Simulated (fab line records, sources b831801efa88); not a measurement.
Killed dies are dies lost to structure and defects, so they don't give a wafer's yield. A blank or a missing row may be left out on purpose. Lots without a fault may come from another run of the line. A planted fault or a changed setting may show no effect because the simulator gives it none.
A struck lot beside a sound one | flow sky130 | 15 steps out of a route of 708
Sound: wafers L426.4, L426.5, L426.6. Struck: wafers L430.2, L430.4, L430.6. The cause comes at the end.
At each step with rows: each side's tool, then ch and its chambers, then its first start. Under that, the readings that differ: sound wafers | struck wafers | difference of the means | sigmas: that difference in standard deviations of wafers without a fault.
alike: readings whose means differ by less than 2 such deviations, and words and numbers that are the same on both sides. not compared: withheld readings, readings that some wafer has no value for, bounds like >300 that may hide the same value, and numbers for which the record gives no deviation and whose values overlap.
The two part at a step that has a row with sigmas, a row that says differs or no value, or rows on one side only. Numbers that don't overlap but have no deviation are shown without sigmas and don't part them. A reading that every wafer of one side lacks parts them only if that side has two wafers or more.

first, 4 steps without rows for these wafers: SKY_FIELD_ISO_SOFTBAKE_09 (time 90 s); SKY_FIELD_ISO_EXPOSE_10 (exposes mask FOM, target cd 150 nm); SKY_FIELD_ISO_PEB_11; SKY_FIELD_ISO_DEVELOP_12 (develop time 60 s).
SKY_FIELD_ISO_CD_MEAS_13: target cd 150 nm.
  sound on cd_sem-01, day 2 14:27; struck on cd_sem-02, day 3 11:10
  reading    | sound             | struck            | difference | sigmas
  cd_nm (nm) | 149.9 150.1 152.2 | 146.4 147.5 147.6 | -3.6       | -2
SKY_FIELD_ISO_ETCH_14: etches BARC in N2/H2, stops on SiO2, time 45.9 s, target depth 60 nm.
  sound on rie_diel-04 ch 1,2,3, day 2 14:32; struck on rie_diel-04 ch 1,3, day 3 11:16
  alike: chamber_pressure_mTorr, drypump_motor_current_A, oes_product_au, run_length_s, throttle_valve_pct
  not compared: rf_hours_counter_h
SKY_FIELD_ISO_ETCH_15: etches the open film in CHF3/O2, stops on Si, target depth 180 nm, time 72 s.
  sound on rie_diel-04 ch 1,2,3, day 2 14:35; struck on rie_diel-04 ch 1,3, day 3 11:18
  alike: chamber_pressure_mTorr, chf3_flow_sccm, drypump_motor_current_A, oes_product_au, run_length_s, throttle_valve_pct
  not compared: rf_hours_counter_h
SKY_FIELD_ISO_STRIP_16: strips in O2/N2.
  sound on plasma_asher-02 ch 0,1, day 2 14:38; struck on plasma_asher-03 ch 0,1, day 3 11:22
  alike: chamber_pressure_mTorr, drypump_motor_current_A, oes_product_au, strip_time_to_endpoint_s
  not compared: rf_hours_counter_h
SKY_FIELD_ISO_ETCH_17: etches Si in HBr/Cl2/O2, target depth 342 nm, time 97.7 s.
  sound on rie_si-02 ch 2,3, day 2 14:43; struck on rie_si-02 ch 0,2,3, day 3 11:28
  alike: chamber_pressure_mTorr, drypump_motor_current_A, oes_product_au, run_length_s, throttle_valve_pct
  not compared: rf_hours_counter_h
then, 3 steps without rows for these wafers: SKY_FIELD_ISO_WET_ETCH_18 (etches Si3N4 in H3PO4, target depth 25 nm, time 286 s); SKY_FIELD_ISO_CLEAN_19 (cleans in SC1/SC2, time 150 s); SKY_FIELD_ISO_CLEAN_20 (cleans in dHF, time 20 s).
SKY_FIELD_ISO_WET_ETCH_21: etches SiO2 in dHF, target depth 20 nm, time 400 s.
  sound on wet_bench-01 ch 1, day 2 15:01; struck on wet_bench-04 ch 0, day 3 11:41
  reading          | sound       | struck      | difference | sigmas
  run_length_s (s) | 432 432 432 | 473 473 473 | +41        | +12
  alike: bath_heat_duty_pct
then, 1 step without rows for these wafers: SKY_FIELD_ISO_OXIDATION_22 (stabilise 600 s, purge 300 s, target thk 10 nm).
SKY_PAD_OPEN_PROBE_99:
  the record has rows for the sound wafers here (prober-01, day 45 22:11) and none for the struck ones

WHERE THEY PART
First at SKY_FIELD_ISO_CD_MEAS_13; last, within this record, at SKY_PAD_OPEN_PROBE_99.

WHY: what the simulator had put in
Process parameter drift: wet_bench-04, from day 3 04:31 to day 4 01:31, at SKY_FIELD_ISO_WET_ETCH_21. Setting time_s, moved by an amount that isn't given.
